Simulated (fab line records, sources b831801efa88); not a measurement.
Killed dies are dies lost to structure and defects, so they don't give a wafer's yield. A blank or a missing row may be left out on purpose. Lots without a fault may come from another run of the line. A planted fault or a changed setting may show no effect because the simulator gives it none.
fab line records | flow gf180mcu
record lots=7 wafers=21 last_day=34
route steps=602 shown POLY_GATE@170 HV_LDD@176
lots that met no fault: from a run of the same line without faults
start_h: hours from the record's first day to the start of the lot's first wafer shown | wait_h: hours since the lot's step before | " the same as in the row above | L1.1+2: a row that stands for several wafers | - no value, or no start given | * or withheld: withheld | < > ~ a bound
route shown NAME@n: a module of which the file shows steps, and the number in the route of the first | usual: mean/standard deviation of fault-free wafers | same: alike in all rows | chamber/n: place in a boat | sites: the reading at each site | _std_site: their standard deviation | _edge_site: outer sites' mean less inner sites' | radius_mm: how far each site lies from the wafer's centre | mask NAME#n: copy n | behind: the tool/chamber that last shaped the wafer | hold: why the lot was held/for how many hours/how that ended | device: the transistor (n, p or np) that didn't switch | end of line: the same wafers' tests at the end of the route | a step without rows: its recipe alone | killed: dies lost to structure and defects at the first sort, not the wafer's yield | map: a wafer's dies, x killed, . not, _ none there
set.NAME: the setting as run; set.NAME@STEP: as run at that earlier step | model.NAME: the simulator's own value behind a step, which no gauge read
lots at some steps of the route; a table a step, a row a wafer
services: from which hour (start_h, from the record's first day; less than 0 if before it) a tool's chamber was out of use, for how many hours, and why
## steps
# step GF_POLY_GATE_ETCH_13
# recipe target=poly-Si target_depth_nm=198.5 stop_on=SiO2 over_etch_frac=0.403 chemistry=HBr/Cl2 icp_w=400 bias_w=100 pressure_mtorr=10 HBr_flow_sccm=150 Cl2_flow_sccm=50 time_s=69.6
# usual HBr_flow_sccm=150.0/0.48 drypump_motor_current_A=5.6/0.46 oes_product_au=0.995/0.008 throttle_valve_pct=33.685/0.0084
# columns lot.wafer tool chamber start_h wait_h HBr_flow_sccm drypump_motor_current_A oes_product_au rf_hours_counter_h throttle_valve_pct
L336.3 rie_si-02 2 264.27 - 149.3 6.2 1.004 95 33.678
L336.5 " 2 " " 149.8 6.2 1.005 - 33.685
L336.6 " 1 " " 150.3 5.1 0.994 - 33.692
L337.2 rie_si-01 2 268.55 - 149.1 4.9 0.991 45 33.677
L337.4 " 0 " " 148.9 5.9 0.981 2 33.671
L337.6 " 2 " " 150.4 4.9 0.989 - 33.678
L338.1 rie_si-02 3 275.99 - 149.7 5.8 0.980 4 33.679
L338.2 " 1 " " 149.8 5.1 0.999 4 33.692
L338.5 " 2 " " 150.0 6.2 0.998 - 33.693
L342.1 rie_si-01 1 301.99 - 151.0 5.9 1.000 1 33.673
L342.2 " 3 " " 151.1 5.6 0.997 81 33.677
L342.6 " 0 " " 150.5 5.9 0.996 - 33.695
L343.4 rie_si-01 3 309.12 - 150.2 5.6 0.995 81 33.681
L343.5 " 2 " " 150.0 4.9 0.991 - 33.691
L343.6 " 3 " " 150.7 5.5 0.996 - 33.671
L347.1 rie_si-01 3 338.53 - 149.8 5.6 0.998 82 33.700
L347.2 " 0 " " 150.5 5.9 1.000 3 33.667
L347.3 " 2 " " 150.8 4.8 1.008 46 33.689
L349.1 rie_si-02 1 354.04 - 149.9 5.1 1.001 4 33.685
L349.2 " 2 " " 149.8 6.2 0.996 0 33.694
L349.6 " 2 " " 149.5 6.2 1.003 - 33.692
# step GF_POLY_GATE_STRIP_14
# recipe chemistry=O2/N2 power_w=1400 pressure_mtorr=1500 platen_temp_c=250 o2_flow_sccm=3000 n2_flow_sccm=300 overash_fraction=0.5
# usual drypump_motor_current_A=5.5/0.33 heater_power_w=317/19 oes_product_au=0.504/0.0044
# same overash_fraction=0.5
# columns lot.wafer tool chamber start_h wait_h drypump_motor_current_A heater_power_w oes_product_au rf_hours_counter_h
L336.3 plasma_asher-02 0 264.36 0.1 5.5 324 0.498 -
L336.5 " 1 " " 5.3 308 0.501 -
L336.6 " 0 " " 5.6 329 0.512 -
L337.2 plasma_asher-04 1 268.60 0.0 5.6 328 0.505 15
L337.4 " 1 " " 5.7 335 0.496 -
L337.6 " 0 " " 5.9 321 0.504 -
L338.1 plasma_asher-01 1 276.05 0.0 5.2 278 0.509 59
L338.2 " 0 " " 5.0 325 0.502 59
L338.5 " 1 " " 5.2 282 0.502 -
L342.1 plasma_asher-02 1 302.05 0.0 5.3 307 0.506 65
L342.2 " 0 " " 5.6 340 0.509 65
L342.6 " 1 " " 5.3 315 0.502 -
L343.4 plasma_asher-04 0 309.21 0.1 6.0 336 0.499 -
L343.5 " 0 " " 6.0 333 0.507 -
L343.6 " 1 " " 5.7 331 0.511 -
L347.1 plasma_asher-02 1 338.59 0.0 5.3 308 0.499 69
L347.2 " 0 " " 5.6 330 0.498 69
L347.3 " 0 " " 5.6 325 0.504 -
L349.1 plasma_asher-02 0 354.10 0.0 5.6 336 0.503 71
L349.2 " 1 " " 5.3 300 0.502 71
L349.6 " 0 " " 5.6 329 0.502 -
# step GF_POLY_GATE_CLEAN_15
# recipe chemistry=SC1/SC2 mix=1:4:20 temp_c=70 time_s=150 dry=n2_spin
# step GF_POLY_GATE_OXIDATION_16
# recipe temp_c=850 ambient=O2 stabilise_s=600 purge_s=300 target_thk_a=40 ox_time_s=899
# step GF_POLY_GATE_THK_MEAS_17
# recipe reads=SiO2_of_POLY_GATE_OXIDATION_16
# usual POLY_GATE_OXIDATION_THK=3.99/0.093
# columns lot.wafer tool chamber start_h wait_h POLY_GATE_OXIDATION_THK[nm]
L336.3 film_metro-04 - 265.78 0.0 3.97
L336.5 " - " " 3.92
L336.6 " - " " 3.92
L337.2 film_metro-03 - 270.02 0.0 4.05
L337.4 " - " " 4.05
L337.6 " - " " 4.09
L338.1 film_metro-02 - 278.40 0.0 4.08
L338.2 " - " " 4.04
L338.5 " - " " 4.06
L342.1 film_metro-04 - 303.45 0.0 3.94
L342.2 " - " " 3.96
L342.6 " - " " 3.84
L343.4 film_metro-02 - 310.63 0.0 3.93
L343.5 " - " " 4.03
L343.6 " - " " 3.90
L347.1 film_metro-04 - 339.99 0.0 3.86
L347.2 " - " " 3.88
L347.3 " - " " 3.86
L349.1 film_metro-02 - 355.50 0.0 3.90
L349.2 " - " " 3.85
L349.6 " - " " 3.93
# step GF_POLY_GATE_CD_MEAS_18
# usual cd_nm=279.8/2.2
# columns lot.wafer tool chamber start_h wait_h cd_nm
L336.3 cd_sem-02 - 265.88 0.1 277.3
L336.5 " - " " 277.8
L336.6 " - " " 278.0
L337.2 cd_sem-02 - 270.09 0.1 281.3
L337.4 " - " " 281.1
L337.6 " - " " 281.8
L338.1 cd_sem-02 - 278.46 0.1 279.7
L338.2 " - " " 282.1
L338.5 " - " " 281.0
L342.1 cd_sem-02 - 303.51 0.1 279.1
L342.2 " - " " 281.0
L342.6 " - " " 278.3
L343.4 cd_sem-01 - 310.75 0.1 283.3
L343.5 " - " " 279.9
L343.6 " - " " 278.0
L347.1 cd_sem-02 - 340.05 0.1 283.3
L347.2 " - " " 282.0
L347.3 " - " " 281.4
L349.1 cd_sem-01 - 355.56 0.1 279.6
L349.2 " - " " 283.1
L349.6 " - " " 276.3
# step GF_HV_LDD_DEHYDRATE_00
# recipe temp_c=200 time_s=60
# step GF_HV_LDD_HMDS_01
# recipe prime_time_s=60 prime_temp_c=120
# step GF_HV_LDD_COAT_02
# recipe resist=NOVOLAK spin_rpm=3000 resist_thk_nm=1000
# step GF_HV_LDD_SOFTBAKE_03
# recipe temp_c=90 time_s=60 resist=NOVOLAK
# step GF_HV_LDD_EXPOSE_04
# recipe mask_id=Nplus_LV_AREA target_cd_nm=400 na=0.6 source_shape=conventional sigma_outer=0.6 dose_mj=140
# step GF_HV_LDD_PEB_05
# recipe temp_c=withheld time_s=* resist=NOVOLAK
# step GF_HV_LDD_DEVELOP_06
# recipe develop_time_s=60 dev_temp_c=23
# usual chill_plate_temp_C=22.99/0.12 develop_time_s=60/0
# columns lot.wafer tool chamber start_h wait_h chill_plate_temp_C develop_time_s
L336.3 litho_track-03 - 285.74 0.1 - -
L336.5 " - " " - -
L336.6 " - " " - -
L337.2 litho_track-03 - 289.86 0.1 - -
L337.4 " - " " - -
L337.6 " - " " - -
L338.1 litho_track-03 - 298.59 0.1 - -
L338.2 " - " " - -
L338.5 " - " " - -
L342.1 litho_track-04 0 323.61 0.1 23.01 60
L342.2 " 0 " " 22.93 60
L342.6 " 0 " " 22.89 60
L343.4 litho_track-01 0 331.33 0.1 22.95 60
L343.5 " 0 " " 22.81 60
L343.6 " 0 " " 22.85 60
L347.1 litho_track-01 0 361.36 0.1 22.96 60
L347.2 " 0 " " 22.98 60
L347.3 " 0 " " 22.95 60
L349.1 litho_track-03 0 378.24 0.1 22.94 60
L349.2 " 0 " " 23.08 60
L349.6 " 0 " " 22.96 60
# step GF_HV_LDD_CD_MEAS_07
# recipe target_cd_nm=400
# usual cd_nm=400.9/2.7
# columns lot.wafer tool chamber start_h wait_h cd_nm
L336.3 cd_sem-02 - 285.88 0.1 -
L336.5 " - " " -
L336.6 " - " " -
L337.2 cd_sem-02 - 290.01 0.1 -
L337.4 " - " " -
L337.6 " - " " -
L338.1 cd_sem-01 - 298.74 0.1 -
L338.2 " - " " -
L338.5 " - " " -
L342.1 cd_sem-01 - 323.76 0.1 398.7
L342.2 " - " " 400.7
L342.6 " - " " 402.0
L343.4 cd_sem-01 - 331.47 0.1 399.3
L343.5 " - " " 400.4
L343.6 " - " " 401.2
L347.1 cd_sem-02 - 361.51 0.1 395.1
L347.2 " - " " 396.2
L347.3 " - " " 395.4
L349.1 cd_sem-01 - 378.39 0.1 401.7
L349.2 " - " " 400.9
L349.6 " - " " 402.5
## services
# columns tool chamber start_h hours kind
rie_si-02 3 256.33 19.6 repair
plasma_asher-01 - 267.79 2.8 pm
rie_si-01 2 310.44 2.4 repair
rie_si-01 - 313.60 0.4 repair
plasma_asher-04 - 317.26 3.0 repair
rie_si-01 - 322.71 1.3 repair
rie_si-01 0 326.69 10.0 repair
rie_si-02 2 328.59 - clean
rie_si-02 2 328.59 24.2 scheduled_down
rie_si-02 2 328.59 24.2 vent_cycle
plasma_asher-04 - 332.20 4.3 pm
rie_si-02 - 341.00 0.4 repair
## key
first_sign step=GF_HV_LDD_DEVELOP_06 reading=tool_record direction=missing
effect none on later readings
met_at GF_HV_LDD_DEVELOP_06
struck_wafers L336.3,L336.5,L336.6,L337.2,L337.4,L337.6,L338.1,L338.2,L338.5
later_rows_left_out L336.3,L336.5,L336.6,L337.2,L337.4,L337.6,L338.1,L338.2,L338.5
sort_left_out L336.3,L336.5,L336.6,L337.2,L337.4,L337.6,L338.1,L338.2,L338.5
tester_left_out L336,L337,L338
fault kind=skipped_step_whole tool=litho_track-03 chamber=- onset_h=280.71 steps=GF_HV_LDD_DEVELOP_06 scope=struck_lots_only
# tester_left_out: of these lots the tester's yield and bins aren't shown, on N5 and GAA mostly nor the transistor test; their killed dies are dies lost to structure and defects alone, not to doping, threshold or leakage, so they don't give the yield
# sort_left_out: the simulated sort isn't trusted on such a fault, so these wafers' sort isn't shown, and their yield isn't known
# later_rows_left_out: the simulator's readings of these wafers behind a module that went badly wrong aren't trusted and aren't shown, but for the sort
